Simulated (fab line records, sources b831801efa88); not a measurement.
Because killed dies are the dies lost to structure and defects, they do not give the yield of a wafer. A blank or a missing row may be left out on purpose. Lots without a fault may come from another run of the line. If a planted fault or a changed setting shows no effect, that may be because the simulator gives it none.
Comparing a struck lot with a sound one | flow sfq-line | 43 steps out of a route of 325
Sound: wafers L984.2, L984.5, L984.6. Struck: wafers L996.1, L996.4, L996.5. The cause comes at the end.
At each step with rows: each side's tool, then ch and its chambers, then its first start. Under that, the readings that differ: sound wafers | struck wafers | difference of the means | sigmas: that difference in standard deviations of wafers without a fault.
alike: a reading whose means differ by less than 2 such deviations, as well as words and numbers matching on both sides. not compared: withheld readings; readings where some wafer has no value; bounds like >300 that might hide an equal value; numbers whose values overlap and for which the record gives no deviation.
The two part at a step that has a row with sigmas, a row that says differs or no value, or rows on one side only. When numbers do not overlap yet have no deviation, they are printed without sigmas and do not part them. Lack of a reading on every wafer of one side parts them only where that side has two or more wafers.

first, 3 steps without rows for these wafers: SFQ_TRILAYER_M5_LITHO_EXPOSE_124 (exposes mask M5, target cd 700 nm); SFQ_TRILAYER_M5_LITHO_PEB_126 (peb time 60 s); SFQ_TRILAYER_M5_LITHO_DEVELOP_125 (time 60 s).
SFQ_M5_OVL_MEAS_932:
  sound: overlay-02 at day 54 18:02; struck: overlay-01 at day 62 05:34
  reading     | sound   | struck  | difference | sigmas
  M5_OVL (nm) | 5 11 11 | 0 -6 -1 | -11        | -2
then, 1 step without rows for these wafers: SFQ_TRILAYER_M5_BARC_OPEN_METAL_ETCH_161 (etches BARC in O2, target depth 125 nm, time 41.7 s).
SFQ_TRILAYER_M5_ETCH_METAL_ETCH_126: etches Nb in Cl2/BCl3, stops on SiO2, time 203.2 s, target depth 265 nm.
  sound on rie-metal-01 ch 0,1, day 54 18:07; struck on rie-metal-04 ch 0,1, day 62 05:39
  alike: drypump-motor-current-A, oes-product-au
  not compared: rf-hours-counter-h
then, 2 steps without rows for these wafers: SFQ_TRILAYER_M5_STRIP_STRIP_127 (strips in O2); SFQ_TRILAYER_M5_STRIP_SOLV_CLEAN_128 (cleans in NMP, time 600 s).
SFQ_TRILAYER_A5B_DEP_PECVD_129: deposits SiO2 from SiH4/N2O, time 133.33 s, target thk 600 nm.
  sound on pecvd-03 ch 0,1,2, day 54 19:05; struck on pecvd-02 ch 0,1,2, day 62 06:37
  alike: heater-power-w, showerhead-vpp-V, throttle-valve-pct
SFQ_TRILAYER_A5B_CMP_CMP_130: polishes, stops on Nb, target thk 340.7 nm.
  sound on cmp-02 ch 2,3, day 54 19:41; struck on cmp-01 ch 1,2, day 63 04:53
  alike: motor-current-A, platen-rpm, slurry-filter-dp-kPa, slurry-flow-ml-min
then, 2 steps without rows for these wafers: SFQ_TRILAYER_A5B_METRO_MEASURE_131; SFQ_TRILAYER_R5_DEP_SPUTTER_132 (material Ti, target thk 5 nm, time 5 s).
SFQ_TRILAYER_R5_DEP_SPUTTER_133: material MoNx, target thk 40 nm, time 66.7 s.
  sound: pvd-sputter-06 at day 54 23:24; struck: pvd-sputter-06 at day 63 09:07
  reading                                               | sound                | struck               | difference | sigmas
  cathode-dc-power-W (W)                                | 999.71 999.70 999.79 | 1153.2 1153.0 1153.5 | +153.5     | +99 or more
  model.MoNx_of_TRILAYER_R5_DEP_SPUTTER_133.thk-nm (nm) | 40.92 41.09 40.83    | 46.51 46.38 46.41    | +5.49      |
  alike: throttle-valve-pct
then, 1 step without rows for these wafers: SFQ_TRILAYER_R5_DEP_SPUTTER_134 (material Ti, target thk 5 nm, time 5 s).
SFQ_R5_RS_MEAS_933: measurement is done with a four-point probe.
  sound: film-metro-03 at day 54 23:30; struck: film-metro-04 at day 63 09:11
  reading             | sound          | struck         | difference | sigmas
  R5_MONX_RS (ohm/sq) | 6.90 6.89 6.91 | 6.12 6.14 6.12 | -0.77      | -10
SFQ_R5_THK_MEAS_934: measures by xrf.
  sound: film-metro-03 at day 54 23:37; struck: film-metro-04 at day 63 09:18
  reading          | sound          | struck         | difference | sigmas
  R5_MONX_THK (nm) | 40.1 40.3 40.0 | 45.8 45.9 45.9 | +5.7       | +12
then, 6 steps without rows for these wafers: SFQ_TRILAYER_R5_LITHO_COAT_141 (resist thk 62 nm); SFQ_TRILAYER_R5_LITHO_COAT_136 (resist thk 600 nm); SFQ_TRILAYER_R5_LITHO_SOFTBAKE_140; SFQ_TRILAYER_R5_LITHO_EXPOSE_137 (exposes mask R5, target cd 500 nm); SFQ_TRILAYER_R5_LITHO_PEB_139 (peb time 60 s); SFQ_TRILAYER_R5_LITHO_DEVELOP_138 (time 60 s).
-- the record jumps here: 5 days lie between the struck wafers' starts before and after --
SFQ_R5_OVL_MEAS_935:
  sound: overlay-02 at day 59 09:31; struck: overlay-02 at day 67 22:55
  alike: R5_OVL
SFQ_TRILAYER_R5_BARC_OPEN_METAL_ETCH_177: etches BARC in O2, target depth 125 nm, time 41.7 s.
  sound on rie-metal-03 ch 0,1, day 59 09:32; struck on rie-metal-04 ch 0, day 67 22:56
  alike: drypump-motor-current-A, oes-product-au
  not compared: rf-hours-counter-h
SFQ_TRILAYER_R5_ETCH_METAL_ETCH_139: etches the open film in Cl2, stops on SiO2, target depth 60 nm, time 40 s.
  sound on rie-metal-03 ch 0,1, day 59 09:36; struck on rie-metal-04 ch 0, day 67 23:00
  reading               | sound             | struck            | difference | sigmas
  oes-product-au (a.u.) | 0.986 1.003 0.983 | 0.961 0.963 0.963 | -0.028     | -4
  alike: drypump-motor-current-A
  not compared: rf-hours-counter-h
then, 9 steps without rows for these wafers: SFQ_TRILAYER_R5_STRIP_STRIP_140 (strips in O2); SFQ_TRILAYER_R5_STRIP_SOLV_CLEAN_141 (cleans in NMP, time 600 s); SFQ_TRILAYER_A5C_DEP_PECVD_142 (deposits SiO2 from SiH4/N2O, time 15.556 s, target thk 70 nm); SFQ_TRILAYER_I5_LITHO_COAT_149 (resist thk 62 nm); SFQ_TRILAYER_I5_LITHO_COAT_144 (resist thk 650 nm); SFQ_TRILAYER_I5_LITHO_SOFTBAKE_148; SFQ_TRILAYER_I5_LITHO_EXPOSE_145 (exposes mask I5, target cd 700 nm); SFQ_TRILAYER_I5_LITHO_PEB_147 (peb time 60 s); SFQ_TRILAYER_I5_LITHO_DEVELOP_146 (time 60 s).
SFQ_I5_OVL_MEAS_936:
  sound: overlay-02 at day 61 10:49; struck: overlay-02 at day 68 02:07
  alike: I5_OVL
then, 2 steps without rows for these wafers: SFQ_TRILAYER_I5_BARC_OPEN_VIA_ETCH_200 (etches BARC in O2, target depth 125 nm, time 41.7 s); SFQ_TRILAYER_I5_ETCH_VIA_ETCH_147 (etches the open film in CHF3, stops on Nb, target depth 360 nm).
SFQ_TRILAYER_I5_STRIP_STRIP_148: strips in O2.
  sound on rie-metal-01 ch 0,1, day 61 11:02; struck on rie-metal-01 ch 0,1, day 68 02:20
  alike: drypump-motor-current-A, oes-product-au
  not compared: rf-hours-counter-h
then, 4 steps without rows for these wafers: SFQ_TRILAYER_I5_STRIP_SOLV_CLEAN_149 (cleans in NMP, time 600 s); SFQ_TRILAYER_C5_LITHO_COAT_156 (resist thk 62 nm); SFQ_TRILAYER_C5_LITHO_COAT_151 (resist thk 650 nm); SFQ_TRILAYER_C5_LITHO_SOFTBAKE_155.
-- the record jumps here: 11 days lie between the struck wafers' starts before and after --
SFQ_M8_BOW_MEAS_951:
  sound: film-metro-03 at day 77 18:49; struck: film-metro-03 at day 79 02:20
  reading                 | sound             | struck            | difference | sigmas
  model.etest.r5.ohm-um   | 13.75 13.73 13.8  | 12.13 12.2 12.19  | -1.59      |
  model.etest.c5.link-ohm | 7.841 7.815 7.864 | 7.023 7.034 7.043 | -0.807     |
  model.etest.r5.ohm-sq   | 6.896 6.867 6.91  | 6.067 6.084 6.08  | -0.814     |
  alike: M8_BOW

WHERE THEY PART
At SFQ_M5_OVL_MEAS_932 first; at SFQ_TRILAYER_R5_ETCH_METAL_ETCH_139 last (within this record only). Later steps at which nothing parts them and some readings are alike: SFQ_I5_OVL_MEAS_936, SFQ_TRILAYER_I5_STRIP_STRIP_148, SFQ_M8_BOW_MEAS_951.

WHY: whatever the simulator had introduced
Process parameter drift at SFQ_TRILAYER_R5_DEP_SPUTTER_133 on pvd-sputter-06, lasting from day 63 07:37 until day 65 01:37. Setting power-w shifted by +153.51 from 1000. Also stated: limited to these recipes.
